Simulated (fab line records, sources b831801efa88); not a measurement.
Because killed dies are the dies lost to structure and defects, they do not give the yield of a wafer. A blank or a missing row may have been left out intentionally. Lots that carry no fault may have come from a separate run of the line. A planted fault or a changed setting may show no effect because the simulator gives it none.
Which tool is to blame? || flow sky130 || Sampling: 12 lots, 36 wafers, 3 of 708 route steps

WHAT THE GAUGES READ, wafer by wafer
SKY_SONOS_ONO_THK_MEAS_01. Usual: for SONOS_ONO_OXIDATION_THK the level is 2.64 nm and the standard deviation is 0.056.
{"lot": "L625", "measured": "day 11 18:02", "on": "film_metro-03", "SONOS_ONO_OXIDATION_THK (nm)": "2.64 2.56 2.67", "flag": ""}
{"lot": "L627", "measured": "day 12 06:52", "on": "film_metro-01", "SONOS_ONO_OXIDATION_THK (nm)": "2.63 2.64 2.65", "flag": ""}
{"lot": "L628", "measured": "day 12 15:17", "on": "film_metro-01", "SONOS_ONO_OXIDATION_THK (nm)": "2.53 2.56 2.67", "flag": ""}
{"lot": "L632", "measured": "day 14 01:00", "on": "film_metro-03", "SONOS_ONO_OXIDATION_THK (nm)": "2.71 2.75 2.66", "flag": ""}
{"lot": "L634", "measured": "day 14 18:59", "on": "film_metro-04", "SONOS_ONO_OXIDATION_THK (nm)": "2.72 2.62 2.65", "flag": ""}
{"lot": "L635", "measured": "day 14 22:55", "on": "film_metro-04", "SONOS_ONO_OXIDATION_THK (nm)": "2.63 2.67 2.65", "flag": ""}
{"lot": "L636", "measured": "day 15 05:22", "on": "film_metro-01", "SONOS_ONO_OXIDATION_THK (nm)": "2.60 2.60 2.58", "flag": ""}
{"lot": "L637", "measured": "day 15 14:52", "on": "film_metro-01", "SONOS_ONO_OXIDATION_THK (nm)": "2.69 2.66 2.66", "flag": ""}
{"lot": "L645", "measured": "day 18 03:42", "on": "film_metro-01", "SONOS_ONO_OXIDATION_THK (nm)": "2.59 2.65 2.56", "flag": ""}
{"lot": "L646", "measured": "day 18 14:59", "on": "film_metro-03", "SONOS_ONO_OXIDATION_THK (nm)": "2.65 2.59 2.64", "flag": ""}
{"lot": "L647", "measured": "day 19 00:04", "on": "film_metro-03", "SONOS_ONO_OXIDATION_THK (nm)": "2.55 2.57 2.62", "flag": ""}
{"lot": "L648", "measured": "day 19 07:08", "on": "film_metro-01", "SONOS_ONO_OXIDATION_THK (nm)": "2.63 2.65 2.64", "flag": ""}

SKY_SONOS_ONO_THK_MEAS_03. Usual: for SONOS_ONO_CVD_02_THK the level is 10.55 nm and the standard deviation is 0.13.
{"lot": "L625", "measured": "day 11 19:09", "on": "film_metro-01", "SONOS_ONO_CVD_02_THK (nm)": "10.59 10.63 10.54", "flag": ""}
{"lot": "L627", "measured": "day 12 07:58", "on": "film_metro-04", "SONOS_ONO_CVD_02_THK (nm)": "10.36 10.33 10.25", "flag": ""}
{"lot": "L628", "measured": "day 12 16:31", "on": "film_metro-01", "SONOS_ONO_CVD_02_THK (nm)": "10.54 10.62 10.49", "flag": ""}
{"lot": "L632", "measured": "day 14 04:12", "on": "film_metro-01", "SONOS_ONO_CVD_02_THK (nm)": "10.54 10.49 10.50", "flag": ""}
{"lot": "L634", "measured": "day 14 22:05", "on": "film_metro-01", "SONOS_ONO_CVD_02_THK (nm)": "10.53 10.53 10.50", "flag": ""}
{"lot": "L635", "measured": "day 15 01:10", "on": "film_metro-03", "SONOS_ONO_CVD_02_THK (nm)": "6.33 6.28 6.42", "flag": "OFF"}
{"lot": "L636", "measured": "day 15 06:29", "on": "film_metro-04", "SONOS_ONO_CVD_02_THK (nm)": "6.03 6.01 6.06", "flag": "OFF"}
{"lot": "L637", "measured": "day 15 15:59", "on": "film_metro-01", "SONOS_ONO_CVD_02_THK (nm)": "6.23 6.17 6.16", "flag": "OFF"}
{"lot": "L645", "measured": "day 18 05:34", "on": "film_metro-01", "SONOS_ONO_CVD_02_THK (nm)": "10.34 10.35 10.35", "flag": ""}
{"lot": "L646", "measured": "day 18 16:32", "on": "film_metro-01", "SONOS_ONO_CVD_02_THK (nm)": "10.67 10.66 10.61", "flag": ""}
{"lot": "L647", "measured": "day 19 02:58", "on": "film_metro-01", "SONOS_ONO_CVD_02_THK (nm)": "10.58 10.59 10.57", "flag": ""}
{"lot": "L648", "measured": "day 19 08:52", "on": "film_metro-03", "SONOS_ONO_CVD_02_THK (nm)": "10.70 10.71 10.76", "flag": ""}

WHICH TOOL RAN EACH LOT (tool, then ch and the chambers of the sampled wafers, then the start)
{"lot": "L625", "SKY_SONOS_ONO_CVD_02": "lpcvd-02 ch 0, day 11 18:06"}
{"lot": "L627", "SKY_SONOS_ONO_CVD_02": "lpcvd-02 ch 1, day 12 06:55"}
{"lot": "L628", "SKY_SONOS_ONO_CVD_02": "lpcvd-02 ch 1, day 12 15:27"}
{"lot": "L632", "SKY_SONOS_ONO_CVD_02": "lpcvd-02 ch 1, day 14 02:37"}
{"lot": "L634", "SKY_SONOS_ONO_CVD_02": "lpcvd-02 ch 0, day 14 21:02"}
{"lot": "L635", "SKY_SONOS_ONO_CVD_02": "lpcvd-02 ch 1, day 15 00:06"}
{"lot": "L636", "SKY_SONOS_ONO_CVD_02": "lpcvd-02 ch 1, day 15 05:26"}
{"lot": "L637", "SKY_SONOS_ONO_CVD_02": "lpcvd-02 ch 0, day 15 14:56"}
{"lot": "L645", "SKY_SONOS_ONO_CVD_02": "lpcvd-02 ch 0, day 18 03:59"}
{"lot": "L646", "SKY_SONOS_ONO_CVD_02": "lpcvd-02 ch 1, day 18 15:29"}
{"lot": "L647", "SKY_SONOS_ONO_CVD_02": "lpcvd-02 ch 1, day 19 01:55"}
{"lot": "L648", "SKY_SONOS_ONO_CVD_02": "lpcvd-02 ch 0, day 19 07:49"}
- SKY_SONOS_ONO_CVD_02: deposits Si3N4 from DCS/NH3, target thk 10.5 nm, time 180 s.

WHAT THE TOOLS THEMSELVES READ (means of the sampled wafers that have a number; where no wafer has one, the mark that the record gives instead)
SKY_SONOS_ONO_CVD_02. Usual: pressure_mtorr 249.8 mTorr, standard deviation 0.53.
{"lot": "L625", "tool": "lpcvd-02", "pressure_mtorr (mTorr)": 250.1, "flag": ""}
{"lot": "L627", "tool": "lpcvd-02", "pressure_mtorr (mTorr)": 250.0, "flag": ""}
{"lot": "L628", "tool": "lpcvd-02", "pressure_mtorr (mTorr)": 249.6, "flag": ""}
{"lot": "L632", "tool": "lpcvd-02", "pressure_mtorr (mTorr)": 249.1, "flag": ""}
{"lot": "L634", "tool": "lpcvd-02", "pressure_mtorr (mTorr)": 250.1, "flag": ""}
{"lot": "L635", "tool": "lpcvd-02", "pressure_mtorr (mTorr)": 250.2, "flag": ""}
{"lot": "L636", "tool": "lpcvd-02", "pressure_mtorr (mTorr)": 249.4, "flag": ""}
{"lot": "L637", "tool": "lpcvd-02", "pressure_mtorr (mTorr)": 249.4, "flag": ""}
{"lot": "L645", "tool": "lpcvd-02", "pressure_mtorr (mTorr)": 250.2, "flag": ""}
{"lot": "L646", "tool": "lpcvd-02", "pressure_mtorr (mTorr)": 250.2, "flag": ""}
{"lot": "L647", "tool": "lpcvd-02", "pressure_mtorr (mTorr)": 249.9, "flag": ""}
{"lot": "L648", "tool": "lpcvd-02", "pressure_mtorr (mTorr)": 249.4, "flag": ""}

THE ANSWER, worked out from the rows above alone
Rule: take the mean of a lot's wafers that have a number; if it is more than 3 standard deviations from the usual mean, the lot is off. Also off: a lot with no number at a reading for which 4 or more lots have one. The other lots that the step has rows for count as sound. The gauges are gone through in route order, then the tools' own readings, and for those a lot's mean is taken as printed above. The first step at which some lot is off is used, and at that step the reading that is off furthest; a lot without a number counts as furthest.
Off: L635, L636, L637, seen at SKY_SONOS_ONO_THK_MEAS_03 (SONOS_ONO_CVD_02_THK).
If a tool, at a process step before that reading, ran all the lots that are off and no sound lot after the first of them, it fits. Those tools and the gauges at SKY_SONOS_ONO_THK_MEAS_03 are tried in the same way. No candidate that was tried fits.

WHAT THE SIMULATOR PUT IN
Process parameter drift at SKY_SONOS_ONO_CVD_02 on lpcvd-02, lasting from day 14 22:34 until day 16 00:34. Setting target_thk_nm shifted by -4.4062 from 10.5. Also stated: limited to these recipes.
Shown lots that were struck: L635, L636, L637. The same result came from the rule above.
